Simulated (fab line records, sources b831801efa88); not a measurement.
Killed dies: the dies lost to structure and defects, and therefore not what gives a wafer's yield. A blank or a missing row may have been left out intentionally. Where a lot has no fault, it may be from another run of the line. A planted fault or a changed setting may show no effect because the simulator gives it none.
Which tool is to blame?	flow sky130	11 lots, 33 wafers sampled, at 7 steps of a route of 708

== WHAT EACH GAUGE READ, for each wafer ==
SKY_SD_P_TW_MEAS_11. Usual: SD_P_TW typically reads 2845, with standard deviation 16.
lot	measured	on	SD_P_TW	flag
L208	day 25 21:50	film-metro-03	2863 2856 2862	
L209	day 25 23:21	film-metro-04	2870 2854 2849	
L212	day 27 03:28	film-metro-04	2868 2859 2855	
L213	day 27 12:21	film-metro-01	2841 2862 2854	
L214	day 27 22:43	film-metro-03	2787 2775 2785	OFF
L215	day 28 07:24	film-metro-03	2791 2798 2778	OFF
L225	day 31 10:29	film-metro-03	2852 2842 2845	
L226	day 31 23:27	film-metro-01	2802 2817 2815	
L228	day 32 05:49	film-metro-01	2836 2820 2839	
L230	day 32 22:52	film-metro-03	2839 2838 2839	
L231	day 33 06:35	film-metro-04	2860 2847 2867	

SKY_SD_N_RS_MEAS_17: uses a four-point probe to measure. Usual: SD_P_RS typically reads 147.1 ohm/sq, with standard deviation 0.39.
lot	measured	on	SD_P_RS (ohm/sq)	flag
L208	day 28 06:49	film-metro-03	146.5 147.0 146.6	
L209	day 28 10:17	film-metro-04	146.7 146.9 147.1	
L212	day 29 11:21	film-metro-04	146.7 146.8 146.9	
L213	day 29 20:53	film-metro-03	146.5 146.9 146.5	
L214	day 30 07:52	film-metro-04	149.4 149.2 149.3	OFF
L215	day 30 16:39	film-metro-01	149.6 149.1 149.3	OFF
L225	day 33 17:35	film-metro-03	147.5 147.6 148.0	
L226	day 34 05:49	film-metro-04	146.9 146.8 147.6	
L228	day 34 11:02	film-metro-04	146.9 147.5 147.4	
L230	day 35 04:11	film-metro-01	146.9 147.5 147.4	
L231	day 35 13:28	film-metro-03	146.8 147.0 147.2	

SKY_CONTACT_THK_MEAS_01. Usual: CONTACT_CVD_00_THK typically reads 74.9 nm, with standard deviation 1.1.
lot	measured	on	CONTACT_CVD_00_THK (nm)	flag
L208	day 30 17:07	film-metro-03	74.7 76.6 75.3	
L209	day 30 21:52	film-metro-02	72.8 74.1 72.5	
L212	day 31 22:20	film-metro-03	74.3 75.0 74.4	
L213	day 32 07:16	film-metro-02	75.7 75.9 77.6	
L214	day 32 18:02	film-metro-02	73.1 72.3 73.8	
L215	day 33 02:26	film-metro-01	73.1 74.5 75.5	
L225	day 36 01:59	film-metro-03	75.8 75.8 76.7	
L226	day 36 14:01	film-metro-03	76.4 75.0 76.7	
L228	day 36 19:05	film-metro-02	74.0 75.6 76.1	
L230	day 37 12:06	film-metro-01	74.8 74.6 76.7	
L231	day 37 21:35	film-metro-01	74.9 76.6 76.1	

SKY_CONTACT_RS_MEAS_25: uses a four-point probe to measure. Usual: CONTACT_W_RS typically reads 0.338 ohm/sq, with standard deviation 0.0044.
lot	measured	on	CONTACT_W_RS (ohm/sq)	flag
L208	day 31 22:47	film-metro-03	0.331 0.330 0.333	
L209	day 32 03:19	film-metro-01	0.329 0.333 0.332	
L212	day 33 02:24	film-metro-02	0.341 0.348 0.342	
L213	day 33 11:46	film-metro-03	0.339 0.339 0.340	
L214	day 33 22:16	film-metro-03	0.344 0.334 0.337	
L215	day 34 06:22	film-metro-03	0.337 0.333 0.340	
L225	day 37 05:26	film-metro-02	0.336 0.333 0.340	
L226	day 37 17:49	film-metro-01	0.329 0.336 0.337	
L228	day 37 23:40	film-metro-03	0.335 0.333 0.338	
L230	day 38 15:52	film-metro-01	0.337 0.342 0.333	
L231	day 39 00:56	film-metro-01	0.337 0.343 0.339	

== WHAT TOOL EACH LOT RAN ON (gives the tool, then ch and the chambers of the sampled wafers, and finally the start) ==
lot	SKY_SD_P_IMPLANT_09	SKY_SD_P_STRIP_10	SKY_CONTACT_ETCH_18
L208	implanter-04 ch 0, day 25 21:35	plasma-asher-01 ch 0,1, day 25 21:44	rie-diel-04 ch 1,2,3, day 31 22:47 or earlier
L209	implanter-04 ch 0, day 25 23:06	plasma-asher-01 ch 0,1, day 25 23:15	rie-diel-04 ch 0,1, day 32 03:19 or earlier
L212	implanter-01 ch 0, day 27 03:15	plasma-asher-04 ch 0,1, day 27 03:23	rie-diel-01 ch 0,1,2, day 33 02:24 or earlier
L213	implanter-04 ch 0, day 27 12:06	plasma-asher-04 ch 0,1, day 27 12:15	rie-diel-02 ch 1,2, day 33 11:46 or earlier
L214	implanter-04 ch 0, day 27 22:28	plasma-asher-02 ch 0,1, day 27 22:37	rie-diel-02 ch 1,3, day 33 22:16 or earlier
L215	implanter-04 ch 0, day 28 07:11	plasma-asher-04 ch 0,1, day 28 07:19	rie-diel-04 ch 0,1,3, day 34 06:22 or earlier
L225	implanter-03 ch 0, day 31 10:14	plasma-asher-01 ch 0,1, day 31 10:23	rie-diel-01 ch 2,3, day 37 05:26 or earlier
L226	implanter-04 ch 0, day 31 23:12	plasma-asher-04 ch 0,1, day 31 23:21	rie-diel-04 ch 2,3, day 37 17:49 or earlier
L228	implanter-03 ch 0, day 32 05:35	plasma-asher-02 ch 0,1, day 32 05:43	rie-diel-02 ch 1,2, day 37 23:40 or earlier
L230	implanter-03 ch 0, day 32 22:38	plasma-asher-04 ch 0,1, day 32 22:45	rie-diel-01 ch 0,1,2, day 38 15:52 or earlier
L231	implanter-04 ch 0, day 33 06:21	plasma-asher-01 ch 0,1, day 33 06:29	rie-diel-04 ch 0,3, day 39 00:56 or earlier
- SKY_SD_P_IMPLANT_09
- SKY_SD_P_STRIP_10: strips in O2/N2.
- SKY_CONTACT_ETCH_18: etches Si3N4 in CHF3/O2, stops on TiN, time 39 s, target depth 75 nm.

== AS READ BY THE TOOLS THEMSELVES (means over the sampled wafers that have a number; for cases with no such wafer, the mark the record gives instead) ==
SKY_SD_P_IMPLANT_09. Usual: beam-on-s 13.0 s, standard deviation 1.1; tilt-deg -0.005 degrees, standard deviation 0.02.
lot	tool	beam-on-s (s)	tilt-deg (degrees)	flag
L208	implanter-04	11.9	-0.016	
L209	implanter-04	11.7	0.009	
L212	implanter-01	11.6	0.004	
L213	implanter-04	12.0	0.021	
L214	implanter-04	12.1	0.005	
L215	implanter-04	12.1	-0.015	
L225	implanter-03	14.2	-0.013	
L226	implanter-04	12.0	-0.014	
L228	implanter-03	14.0	-0.016	
L230	implanter-03	14.1	-0.007	
L231	implanter-04	12.0	0.005	

SKY_SD_P_STRIP_10. Usual: drypump-motor-current-A 5.7 A, standard deviation 0.32; oes-product-au 0.617 a.u., standard deviation 0.0043; strip-time-to-endpoint-s 17.49 s, standard deviation 0.037.
lot	tool	drypump-motor-current-A (A)	oes-product-au (a.u.)	strip-time-to-endpoint-s (s)	flag
L208	plasma-asher-01	5.8	0.615	17.55	
L209	plasma-asher-01	5.8	0.612	17.49	
L212	plasma-asher-04	5.3	0.618	17.48	
L213	plasma-asher-04	5.2	0.615	17.51	
L214	plasma-asher-02	6.0	0.625	17.21	OFF
L215	plasma-asher-04	5.2	0.622	17.22	OFF
L225	plasma-asher-01	5.8	0.615	17.50	
L226	plasma-asher-04	5.5	0.612	17.46	
L228	plasma-asher-02	5.8	0.620	17.50	
L230	plasma-asher-04	5.5	0.620	17.48	
L231	plasma-asher-01	5.9	0.618	17.48	

SKY_CONTACT_ETCH_18. Usual: drypump-motor-current-A 5.8 A, standard deviation 0.41; oes-product-au 0.854 a.u., standard deviation 0.0085; throttle-valve-pct 8.792 %, standard deviation 0.0096.
lot	tool	drypump-motor-current-A (A)	oes-product-au (a.u.)	throttle-valve-pct (%)	flag
L208	rie-diel-04	6.0	0.858	8.789	
L209	rie-diel-04	5.9	0.843	8.785	
L212	rie-diel-01	5.5	0.852	8.789	
L213	rie-diel-02	5.5	0.861	8.801	
L214	rie-diel-02	5.5	0.843	8.792	
L215	rie-diel-04	5.8	0.850	8.793	
L225	rie-diel-01	5.9	0.856	8.783	
L226	rie-diel-04	5.9	0.862	8.785	
L228	rie-diel-02	5.5	0.860	8.797	
L230	rie-diel-01	5.5	0.857	8.795	
L231	rie-diel-04	5.7	0.862	8.790	

== THE ANSWER, worked out from the rows above alone ==
Rule: a lot counts as off when the mean over its wafers that have a number is more than 3 standard deviations away from the usual mean. A lot without any number at a reading at which 4 lots or more have one is off too. The other lots that the step has rows for count as sound. First the gauges in route order, then the tools' own readings, where a lot's mean is used as printed above. At the first step where some lot is off, the reading lying furthest off is the one used; lots without a number count as furthest.
Off: at SKY_SD_P_TW_MEAS_11 (SD_P_TW), L214, L215.
A tool fits if, at a process step before that reading, it ran every lot that is off, and no sound lot after the first of them. The gauges at SKY_SD_P_TW_MEAS_11 aren't tried: what is off there is off at SKY_SD_N_RS_MEAS_17 too, on other tools, and a gauge's error can't cause that. Not one of the candidates tried fits.

== WHAT THE SIMULATOR HAD INSERTED ==
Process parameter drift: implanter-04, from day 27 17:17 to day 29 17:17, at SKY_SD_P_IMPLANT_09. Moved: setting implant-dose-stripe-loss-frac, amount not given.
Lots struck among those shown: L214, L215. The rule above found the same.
